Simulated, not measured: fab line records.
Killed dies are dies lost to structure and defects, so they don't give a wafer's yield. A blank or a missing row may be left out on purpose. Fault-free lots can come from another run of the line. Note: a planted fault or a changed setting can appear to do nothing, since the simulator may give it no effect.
Code-filled problem report in 8D (eight disciplines) form || flow sky130 || the parts of the form that need people (team, actions taken, sign-off) are left out

== 1. PROBLEM STATEMENT ==
At SKY_VT_ADJUST_NCORE_STRIP_10, strip time to endpoint s averages 15.09 s over 6 wafers from 2 lots, while fault-free wafers read 14.20 s, standard deviation 0.04. That is +22 standard deviations from the usual mean.
The step: strips in O2/N2.
Earliest sighting: wafer L937.3 on plasma asher-02 at day 12 13:58. The record holds 42 wafers of 14 lots with a number at this step. Rule for "out" (also "out of limits"): further than 4 standard deviations from the usual mean. The other wafers with a number count as sound.

== 2. WHAT IT IS, AND WHAT IT ISN'T ==
{"question": "which readings at this step", "is": "strip time to endpoint s", "is not": "oes product au"}
{"question": "which lots", "is": "L937, L938", "is not": "L924, L925, L926, L927, L928, L931, L933, L934, L935, L939, L945, L946"}
{"question": "which wafers of those lots", "is": "all that have a number", "is not": "-"}
{"question": "read on which tools", "is": "plasma asher-02, plasma asher-04", "is not": "plasma asher-03"}
{"question": "when", "is": "from day 12 13:58", "is not": "up to then (27 sound wafers); but 9 sound wafers of L939, L945, L946 came after"}

== 3. SUSPECTS, AND WHAT RULES EACH OUT ==
Counting: a tool stays on the suspect list if, at a process step up to the reading, it processed all lots that are out and no sound lot following the first of them.
- litho track-01 at SKY_VT_ADJUST_NCORE_COAT_02 (resist thk 1140 nm): kept. All lots that are out passed through it, beginning with L937 at day 12 01:22, and no sound lot followed; its final sound lot before that point was L935 at day 11 08:43.
The count leaves litho track-01 at SKY_VT_ADJUST_NCORE_COAT_02.

== 4. THE CAUSE (what the simulator had put in) ==
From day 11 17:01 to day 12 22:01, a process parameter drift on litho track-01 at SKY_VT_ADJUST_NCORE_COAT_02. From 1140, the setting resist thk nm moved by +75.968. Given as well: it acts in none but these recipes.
This tool alone remained once counting was done.

== 5. THE CHAIN OF EFFECTS, in route order ==
Each row: a reading where the mean over the struck wafers with a number is more than 3 standard deviations away from the usual. Only readings for which the record gives a usual standard deviation are gone through. hours: the time from each lot's start at the first step in this table that gives one to its start at this step, as a median over the lots. sigmas: the change in usual standard deviations.
{"hours": 0, "step": "SKY_VT_ADJUST_NCORE_STRIP_10", "reading": "strip time to endpoint s", "usual": "14.20 s", "on struck wafers": 15.09, "change": "+0.89", "sigmas": "+22"}
The process steps in it:
- SKY_VT_ADJUST_NCORE_STRIP_10: strips in O2/N2.

== 6. HOW IT WOULD HAVE BEEN CAUGHT EARLIER ==
First out-of-limits reading in this record: day 12 13:58, which is 21 hours after fault onset at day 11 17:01.
An alarm limit of 4 standard deviations would not have fired on the tool readings at SKY_VT_ADJUST_NCORE_COAT_02 for which the record gives a usual standard deviation, since none of them was out on any struck wafer.
The start of SKY_VT_ADJUST_NCORE_COAT_02 on litho track-01 came by day 12 13:58 for every one of the lots that are out (2). A hold on the tool at that time would have spared none of them.
